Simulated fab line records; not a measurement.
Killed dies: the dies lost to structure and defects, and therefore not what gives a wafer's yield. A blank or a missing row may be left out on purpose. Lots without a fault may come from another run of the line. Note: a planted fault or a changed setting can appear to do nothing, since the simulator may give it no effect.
A struck lot beside a sound one | flow sky130 | 17 steps out of a route of 708
Sound: these wafers, L584.1, L584.2, L584.3. The struck wafers were L597.1, L597.3, L597.5. Last of all comes the cause.
Each step with rows lists, per side, the tool, then ch with its chambers, then its first start. Under that, the readings that differ: sound wafers | struck wafers | difference of the means | sigmas: that difference in standard deviations of wafers without a fault.
alike: a reading whose means differ by less than 2 such deviations, as well as words and numbers matching on both sides. not compared: withheld readings; readings where some wafer has no value; bounds like >300 that might hide an equal value; numbers whose values overlap and for which the record gives no deviation.
The two part at a step that has a row with sigmas, a row that says differs or no value, or rows on one side only. When numbers do not overlap yet have no deviation, they are printed without sigmas and do not part them. A reading that every wafer of one side lacks parts them only if that side has two wafers or more.

first, 3 steps without rows for these wafers: SKY_POLY_CUT_EXPOSE_05 (exposes mask NPCM, target cd 270 nm); SKY_POLY_CUT_PEB_06; SKY_POLY_CUT_DEVELOP_07 (develop time 60 s).
SKY_POLY_CUT_CD_MEAS_08: target cd 270 nm.
  sound: cd_sem-02 at day 24 22:40; struck: cd_sem-01 at day 29 11:44
  alike: cd_nm
SKY_POLY_CUT_OVL_MEAS_09:
  sound: overlay-01 at day 24 22:47; struck: overlay-01 at day 29 11:51
  alike: POLY_CUT_OVL
SKY_POLY_CUT_ETCH_10: etches BARC in N2/H2, stops on SiO2, time 45.9 s, target depth 60 nm.
  sound on rie_diel-03 ch 0,2,3, day 24 22:49; struck on rie_diel-04 ch 0,2, day 29 11:53
  alike: drypump_motor_current_A, oes_product_au, throttle_valve_pct
  not compared: rf_hours_counter_h
SKY_POLY_CUT_ETCH_11: etches Si3N4 in CF4/CH2F2/Ar, stops on poly-Si, time 42.5 s, target depth 60 nm.
  sound on rie_diel-03 ch 0,2,3, day 24 22:52; struck on rie_diel-04 ch 0,2, day 29 11:56
  alike: drypump_motor_current_A, oes_product_au, throttle_valve_pct
  not compared: rf_hours_counter_h
SKY_POLY_CUT_STRIP_12: strips in O2/N2.
  sound on plasma_asher-01 ch 0,1, day 24 22:55; struck on plasma_asher-04 ch 0,1, day 29 11:58
  alike: drypump_motor_current_A, oes_product_au, strip_time_to_endpoint_s
  not compared: rf_hours_counter_h
then, 4 steps without rows for these wafers: SKY_SD_P_DEHYDRATE_00 (time 60 s); SKY_SD_P_HMDS_01 (prime time 60 s); SKY_SD_P_COAT_02 (resist thk 1140 nm); SKY_SD_P_SOFTBAKE_03 (time 60 s).
SKY_SD_P_EXPOSE_04: exposes mask PSDM, target cd 380 nm.
  sound on iline_stepper-02 ch 0, day 25 13:10; struck on iline_stepper-02 ch 0, day 30 02:51
  reading | sound                | struck                        | difference | sigmas
  mask    | PSDM#0 PSDM#0 PSDM#0 | PSDM_R1#0 PSDM_R1#0 PSDM_R1#0 | differs    |
then, 2 steps without rows for these wafers: SKY_SD_P_PEB_05; SKY_SD_P_DEVELOP_06 (develop time 60 s).
SKY_SD_P_CD_MEAS_07: target cd 380 nm.
  sound: cd_sem-02 at day 26 03:46; struck: cd_sem-02 at day 30 16:10
  reading    | sound             | struck            | difference | sigmas
  cd_nm (nm) | 378.8 379.0 377.9 | 308.7 304.4 303.6 | -73.0      | -29
SKY_SD_P_OVL_MEAS_08:
  sound: overlay-01 at day 26 03:53; struck: overlay-01 at day 30 16:17
  alike: SD_P_OVL

== WHERE THEY PART ==
Last at SKY_SD_P_CD_MEAS_07 as far as this record goes, first at SKY_SD_P_EXPOSE_04. Later steps at which nothing parts them and some readings are alike: SKY_SD_P_OVL_MEAS_08.

WHY: whatever the simulator had introduced
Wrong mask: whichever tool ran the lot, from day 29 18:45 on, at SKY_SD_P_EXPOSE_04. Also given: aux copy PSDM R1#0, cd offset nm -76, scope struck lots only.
